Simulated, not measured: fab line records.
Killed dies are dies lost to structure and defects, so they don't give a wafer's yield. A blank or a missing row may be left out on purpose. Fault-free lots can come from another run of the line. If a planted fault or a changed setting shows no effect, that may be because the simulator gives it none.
Chamber matching || flow sky130 || SKY_FIELD_ISO_ETCH_17 on rie_si-01 has 4 sister chambers
The step etches Si in HBr/Cl2/O2, target depth 342 nm, time 97.7 s. 8 wafers are shown with their chamber, then 12 later ones without.

EACH WAFER AND ITS CHAMBER
{"wafer": "L082.4", "chamber": 2, "drypump_motor_current_A (A)": 6.5, "oes_product_au (a.u.)": 0.958}
{"wafer": "L084.1", "chamber": 2, "drypump_motor_current_A (A)": 6.5, "oes_product_au (a.u.)": 0.967}
{"wafer": "L084.4", "chamber": 1, "drypump_motor_current_A (A)": 6.3, "oes_product_au (a.u.)": 1.007}
{"wafer": "L088.1", "chamber": 1, "drypump_motor_current_A (A)": 6.4, "oes_product_au (a.u.)": 1.011}
{"wafer": "L088.4", "chamber": 0, "drypump_motor_current_A (A)": 6.1, "oes_product_au (a.u.)": 0.990}
{"wafer": "L090.1", "chamber": 3, "drypump_motor_current_A (A)": 6.2, "oes_product_au (a.u.)": 1.004}
{"wafer": "L090.4", "chamber": 0, "drypump_motor_current_A (A)": 6.1, "oes_product_au (a.u.)": 0.989}
{"wafer": "L090.5", "chamber": 3, "drypump_motor_current_A (A)": 6.2, "oes_product_au (a.u.)": 1.000}

WAFERS WHOSE CHAMBER IS MISSING
{"wafer": "L091.2", "drypump_motor_current_A (A)": 6.5, "oes_product_au (a.u.)": 0.969}
{"wafer": "L091.3", "drypump_motor_current_A (A)": 6.1, "oes_product_au (a.u.)": 0.987}
{"wafer": "L091.4", "drypump_motor_current_A (A)": 6.1, "oes_product_au (a.u.)": 0.984}
{"wafer": "L093.2", "drypump_motor_current_A (A)": 6.5, "oes_product_au (a.u.)": 0.974}
{"wafer": "L093.5", "drypump_motor_current_A (A)": 6.3, "oes_product_au (a.u.)": 1.020}
{"wafer": "L093.6", "drypump_motor_current_A (A)": 6.5, "oes_product_au (a.u.)": 0.979}
{"wafer": "L096.2", "drypump_motor_current_A (A)": 6.5, "oes_product_au (a.u.)": 0.958}
{"wafer": "L096.3", "drypump_motor_current_A (A)": 6.1, "oes_product_au (a.u.)": 0.983}
{"wafer": "L096.4", "drypump_motor_current_A (A)": 6.1, "oes_product_au (a.u.)": 0.985}
{"wafer": "L097.1", "drypump_motor_current_A (A)": 6.4, "oes_product_au (a.u.)": 1.016}
{"wafer": "L097.2", "drypump_motor_current_A (A)": 6.5, "oes_product_au (a.u.)": 0.970}
{"wafer": "L097.4", "drypump_motor_current_A (A)": 6.1, "oes_product_au (a.u.)": 0.979}

WHICH CHAMBER EACH ONE RAN IN
{"wafer": "L091.2", "from the rows above": 2, "in truth": 2}
{"wafer": "L091.3", "from the rows above": 0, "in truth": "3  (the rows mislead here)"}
{"wafer": "L091.4", "from the rows above": 0, "in truth": 0}
{"wafer": "L093.2", "from the rows above": 2, "in truth": 2}
{"wafer": "L093.5", "from the rows above": 1, "in truth": 1}
{"wafer": "L093.6", "from the rows above": 2, "in truth": 2}
{"wafer": "L096.2", "from the rows above": 2, "in truth": 2}
{"wafer": "L096.3", "from the rows above": 0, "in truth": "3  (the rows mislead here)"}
{"wafer": "L096.4", "from the rows above": 0, "in truth": 0}
{"wafer": "L097.1", "from the rows above": 1, "in truth": 1}
{"wafer": "L097.2", "from the rows above": 2, "in truth": 2}
{"wafer": "L097.4", "from the rows above": 0, "in truth": 0}
Placed correctly: 10 of 12. Can't be placed from these rows: 0. 2 placed wrongly.
How it was worked out, from the rows above alone: a wafer's distance from a chamber is the root of the sum, over the readings, of the square of ((its reading less the chamber's mean) divided by the reading's scatter). If the next closest chamber is less than 2 further off than the closest, the wafer can't be placed; otherwise it belongs to the closest. A chamber's mean is the mean of its shown wafers. The scatter: take each reading less its chamber's mean, square it, sum over the shown wafers, divide by the number of wafers less the number of chambers, and take the root.
